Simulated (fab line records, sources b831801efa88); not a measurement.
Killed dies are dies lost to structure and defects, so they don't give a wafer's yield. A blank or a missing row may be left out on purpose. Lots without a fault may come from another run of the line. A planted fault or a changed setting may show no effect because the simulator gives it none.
Which tool did it? | flow sky130 | 6 lots, 18 wafers sampled, at 4 steps of a route of 708

WHAT THE GAUGES READ, wafer by wafer
SKY_PASSIVATION_THK_MEAS_01.
lot  | measured     | on            | PASSIVATION_CVD_00_THK (nm)
L919 | day 44 12:06 | film_metro-03 | 88.1 88.6 89.5
L921 | day 44 15:35 | film_metro-03 | 89.5 90.6 91.9
L927 | day 46 17:34 | film_metro-03 | 88.2 88.2 90.3
L930 | day 47 14:34 | film_metro-02 | 88.6 90.5 90.9
L936 | day 48 19:18 | film_metro-02 | 91.3 90.5 91.0
L940 | day 49 14:22 | film_metro-02 | 88.1 88.1 89.6

WHICH TOOL RAN EACH LOT (tool, then ch and the chambers of the sampled wafers, then the start)
lot  | SKY_METAL4_SPUTTER_04        | SKY_CAP2M_SPUTTER_02         | SKY_METAL5_DESCUM_14
L919 | pvd_sputter-01, day 40 10:21 | pvd_sputter-02, day 40 10:29 | rie_metal-04 ch 1, day 44 11:13
L921 | pvd_sputter-02, day 40 16:04 | pvd_sputter-03, day 40 16:11 | rie_metal-03 ch 0,1, day 44 14:42
L927 | pvd_sputter-02, day 42 18:33 | pvd_sputter-01, day 42 18:41 | rie_metal-03 ch 0,1, day 46 16:35
L930 | pvd_sputter-01, day 43 17:11 | pvd_sputter-02, day 43 17:20 | rie_metal-02 ch 0,1, day 47 13:36
L936 | pvd_sputter-02, day 45 02:44 | pvd_sputter-03, day 45 02:52 | rie_metal-03 ch 0,1, day 48 17:59
L940 | pvd_sputter-04, day 46 01:53 | pvd_sputter-02, day 46 02:01 | rie_metal-02 ch 0,1, day 49 13:26
- SKY_METAL4_SPUTTER_04: material TiN, target thk 70 nm, time 58.3 s.
- SKY_CAP2M_SPUTTER_02: material TiN, target thk 200 nm, time 166.7 s.
- SKY_METAL5_DESCUM_14: chemistry O2, time 11 s.

THE ANSWER, worked out from the rows above alone
Rule: what is usual is taken from the lots themselves. Put in order of their means at a reading, lots are off if they are a third of the lots or fewer, leave a main group of 4 or more, and stand apart from it by a gap of 3 or more times the standard deviation of the main group's means; of several such gaps the widest counts. A main group whose means are all the same, to the digits that the tables above print for the reading, isn't used. A lot without any number at a reading at which 4 lots or more have one is off too. The other lots that the step has rows for count as sound.
No lot is off at any reading shown: from this, nothing can be told.

WHAT THE SIMULATOR HAD PUT IN
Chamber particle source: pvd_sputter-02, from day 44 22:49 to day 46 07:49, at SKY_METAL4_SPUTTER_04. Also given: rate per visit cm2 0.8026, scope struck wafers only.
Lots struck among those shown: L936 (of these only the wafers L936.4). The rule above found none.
